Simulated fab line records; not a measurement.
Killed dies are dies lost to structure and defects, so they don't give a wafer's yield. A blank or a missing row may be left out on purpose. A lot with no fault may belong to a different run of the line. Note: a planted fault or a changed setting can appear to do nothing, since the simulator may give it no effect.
The tool behind it: which one? || flow sky130 || Sampling: 10 lots, 30 wafers, 4 of 708 route steps

## WHAT THE GAUGES SHOWED, per wafer
SKY_LOCAL_INTERCONNECT_RS_MEAS_01: uses a four-point probe to measure.
{"lot": "L987", "measured": "day 29 05:32", "on": "filmMetro-04", "LOCAL_INTERCONNECT_TIN_RS (ohm/sq)": "14.12 14.14 14.30"}
{"lot": "L989", "measured": "day 29 18:55", "on": "filmMetro-03", "LOCAL_INTERCONNECT_TIN_RS (ohm/sq)": "14.31 14.40 14.44"}
{"lot": "L988", "measured": "day 29 19:10", "on": "filmMetro-04", "LOCAL_INTERCONNECT_TIN_RS (ohm/sq)": "14.34 14.36 14.40"}
{"lot": "L990", "measured": "day 30 04:46", "on": "filmMetro-02", "LOCAL_INTERCONNECT_TIN_RS (ohm/sq)": "14.40 14.26 14.42"}
{"lot": "L991", "measured": "day 30 20:09", "on": "filmMetro-02", "LOCAL_INTERCONNECT_TIN_RS (ohm/sq)": "13.96 13.65 13.95"}
{"lot": "L992", "measured": "day 30 20:59", "on": "filmMetro-02", "LOCAL_INTERCONNECT_TIN_RS (ohm/sq)": "13.93 14.07 13.97"}
{"lot": "L100", "measured": "day 33 12:54", "on": "filmMetro-03", "LOCAL_INTERCONNECT_TIN_RS (ohm/sq)": "22.89 14.04 14.09"}
{"lot": "L104", "measured": "day 35 23:22", "on": "filmMetro-04", "LOCAL_INTERCONNECT_TIN_RS (ohm/sq)": "14.04 14.18 14.11"}
{"lot": "L106", "measured": "day 36 00:28", "on": "filmMetro-02", "LOCAL_INTERCONNECT_TIN_RS (ohm/sq)": "14.28 14.12 14.26"}
{"lot": "L108", "measured": "day 36 07:35", "on": "filmMetro-03", "LOCAL_INTERCONNECT_TIN_RS (ohm/sq)": "14.36 14.18 14.35"}

## WHICH TOOL RAN EACH LOT (tool, then ch and the chambers of the sampled wafers, then the start)
{"lot": "L987", "SKY_LI_CONTACT_ETCH_14": "rieDiel-01 ch 0,1,3, day 29 04:17", "SKY_LI_CONTACT_SPUTTER_19": "pvdSputter-02, day 29 04:44", "SKY_LOCAL_INTERCONNECT_SPUTTER_00": "pvdSputter-03, day 29 05:28"}
{"lot": "L989", "SKY_LI_CONTACT_ETCH_14": "rieDiel-01 ch 0,1,3, day 29 17:40", "SKY_LI_CONTACT_SPUTTER_19": "pvdSputter-04, day 29 18:05", "SKY_LOCAL_INTERCONNECT_SPUTTER_00": "pvdSputter-01, day 29 18:50"}
{"lot": "L988", "SKY_LI_CONTACT_ETCH_14": "rieDiel-02 ch 1,2, day 29 17:47", "SKY_LI_CONTACT_SPUTTER_19": "pvdSputter-02, day 29 18:13", "SKY_LOCAL_INTERCONNECT_SPUTTER_00": "pvdSputter-04, day 29 18:59"}
{"lot": "L990", "SKY_LI_CONTACT_ETCH_14": "rieDiel-01 ch 0,1,2, day 30 03:29", "SKY_LI_CONTACT_SPUTTER_19": "pvdSputter-04, day 30 03:55", "SKY_LOCAL_INTERCONNECT_SPUTTER_00": "pvdSputter-01, day 30 04:40"}
{"lot": "L991", "SKY_LI_CONTACT_ETCH_14": "rieDiel-01 ch 0,2,3, day 30 15:43", "SKY_LI_CONTACT_SPUTTER_19": "pvdSputter-01, day 30 16:08", "SKY_LOCAL_INTERCONNECT_SPUTTER_00": "pvdSputter-03, day 30 20:02"}
{"lot": "L992", "SKY_LI_CONTACT_ETCH_14": "rieDiel-02 ch 0,2,3, day 30 19:41", "SKY_LI_CONTACT_SPUTTER_19": "pvdSputter-04, day 30 20:08", "SKY_LOCAL_INTERCONNECT_SPUTTER_00": "pvdSputter-03, day 30 20:52"}
{"lot": "L100", "SKY_LI_CONTACT_ETCH_14": "rieDiel-02 ch 0,1,2, day 33 11:41", "SKY_LI_CONTACT_SPUTTER_19": "pvdSputter-02, day 33 12:06", "SKY_LOCAL_INTERCONNECT_SPUTTER_00": "pvdSputter-03, day 33 12:50"}
{"lot": "L104", "SKY_LI_CONTACT_ETCH_14": "rieDiel-03 ch 0,1,3, day 35 22:05", "SKY_LI_CONTACT_SPUTTER_19": "pvdSputter-02, day 35 22:31", "SKY_LOCAL_INTERCONNECT_SPUTTER_00": "pvdSputter-01, day 35 23:19"}
{"lot": "L106", "SKY_LI_CONTACT_ETCH_14": "rieDiel-01 ch 0,3, day 35 23:14", "SKY_LI_CONTACT_SPUTTER_19": "pvdSputter-01, day 35 23:40", "SKY_LOCAL_INTERCONNECT_SPUTTER_00": "pvdSputter-01, day 36 00:25"}
{"lot": "L108", "SKY_LI_CONTACT_ETCH_14": "rieDiel-03 ch 0,1,2, day 36 06:19", "SKY_LI_CONTACT_SPUTTER_19": "pvdSputter-04, day 36 06:45", "SKY_LOCAL_INTERCONNECT_SPUTTER_00": "pvdSputter-01, day 36 07:30"}
- SKY_LI_CONTACT_ETCH_14: etches BARC in N2/H2, stops on SiO2, time 45.9 s, target depth 60 nm.
- SKY_LI_CONTACT_SPUTTER_19: material Ti, target thk 20 nm, time 106.37 s.
- SKY_LOCAL_INTERCONNECT_SPUTTER_00: material TiN, target thk 100 nm, time 83.3 s.

## THE ANSWER, worked out from the rows above alone
Rule: usual is defined by the lots themselves. Put in order of their means at a reading, lots are off if they are a third of the lots or fewer, leave a main group of 4 or more, and stand apart from it by a gap of 3 or more times the standard deviation of the main group's means; of several such gaps the widest counts. A main group whose means are all the same, to the digits that the tables above print for the reading, isn't used. A lot without any number at a reading at which 4 lots or more have one is off too. The other lots that the step has rows for count as sound.
Off: at SKY_LOCAL_INTERCONNECT_RS_MEAS_01 (LOCAL_INTERCONNECT_TIN_RS), L100. The main group: mean 14.20 ohm/sq, standard deviation 0.17.
If a tool, at a process step before that reading, ran all the lots that are off and no sound lot after the first of them, it fits. Those tools and the gauges at SKY_LOCAL_INTERCONNECT_RS_MEAS_01 are tried in the same way. Can't be told from this: 2 tools fit, rieDiel-02 at SKY_LI_CONTACT_ETCH_14, pvdSputter-03 at SKY_LOCAL_INTERCONNECT_SPUTTER_00.

## WHAT THE SIMULATOR PUT IN
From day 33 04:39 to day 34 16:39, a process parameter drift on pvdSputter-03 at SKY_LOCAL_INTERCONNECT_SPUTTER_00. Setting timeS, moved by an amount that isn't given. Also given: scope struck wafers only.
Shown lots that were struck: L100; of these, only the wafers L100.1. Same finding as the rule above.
